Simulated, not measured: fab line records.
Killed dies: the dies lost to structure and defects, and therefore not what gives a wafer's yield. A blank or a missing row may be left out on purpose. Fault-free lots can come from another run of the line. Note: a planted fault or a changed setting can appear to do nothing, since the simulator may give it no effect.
Which tool is to blame? || flow gf180mcu || 6 lots with 18 wafers sampled at 2 steps, on a route of 602 steps

WHAT THE GAUGES SHOWED, per wafer
GF_V5_THK_MEAS_03.
{"lot": "L413", "measured": "day 26 17:47", "on": "film_metro-03", "V5_CVD_02_THK (nm)": "1428 1435 1439"}
{"lot": "L415", "measured": "day 27 02:26", "on": "film_metro-01", "V5_CVD_02_THK (nm)": "1425 1422 1426"}
{"lot": "L417", "measured": "day 28 03:47", "on": "film_metro-01", "V5_CVD_02_THK (nm)": "1426 1439 1413"}
{"lot": "L419", "measured": "day 29 02:16", "on": "film_metro-03", "V5_CVD_02_THK (nm)": "1440 1439 1460"}
{"lot": "L427", "measured": "day 30 22:41", "on": "film_metro-01", "V5_CVD_02_THK (nm)": "1437 1475 1492"}
{"lot": "L432", "measured": "day 32 03:07", "on": "film_metro-03", "V5_CVD_02_THK (nm)": "1453 1490 1454"}

WHAT TOOL EACH LOT RAN ON (gives the tool, then ch and the chambers of the sampled wafers, and finally the start)
{"lot": "L413", "GF_V2_CVD_00": "hdpcvd-02 ch 0,1,2, day 19 15:26"}
{"lot": "L415", "GF_V2_CVD_00": "hdpcvd-01 ch 0,1,2, day 20 02:13"}
{"lot": "L417", "GF_V2_CVD_00": "hdpcvd-02 ch 0,1,2, day 21 10:05"}
{"lot": "L419", "GF_V2_CVD_00": "hdpcvd-02 ch 0,1, day 22 12:38"}
{"lot": "L427", "GF_V2_CVD_00": "hdpcvd-01 ch 0,1,2, day 24 18:38"}
{"lot": "L432", "GF_V2_CVD_00": "hdpcvd-01 ch 0,1,2, day 26 03:44"}
- GF_V2_CVD_00: deposits SiO2, target thk 600 nm, time 100 s.

THE ANSWER, worked out from the rows above alone
Rule: the lots themselves supply what counts as usual. Put in order of their means at a reading, lots are off if they are a third of the lots or fewer, leave a main group of 4 or more, and stand apart from it by a gap of 3 or more times the standard deviation of the main group's means; of several such gaps the widest counts. If all means in a main group match to the digits the tables above print for the reading, that group is not used. Also off: a lot with no number at a reading for which 4 or more lots have one. All remaining lots with rows at the step are treated as sound.
Across all readings shown, no lot is off: no conclusion can be drawn from this.

WHAT THE SIMULATOR PUT IN
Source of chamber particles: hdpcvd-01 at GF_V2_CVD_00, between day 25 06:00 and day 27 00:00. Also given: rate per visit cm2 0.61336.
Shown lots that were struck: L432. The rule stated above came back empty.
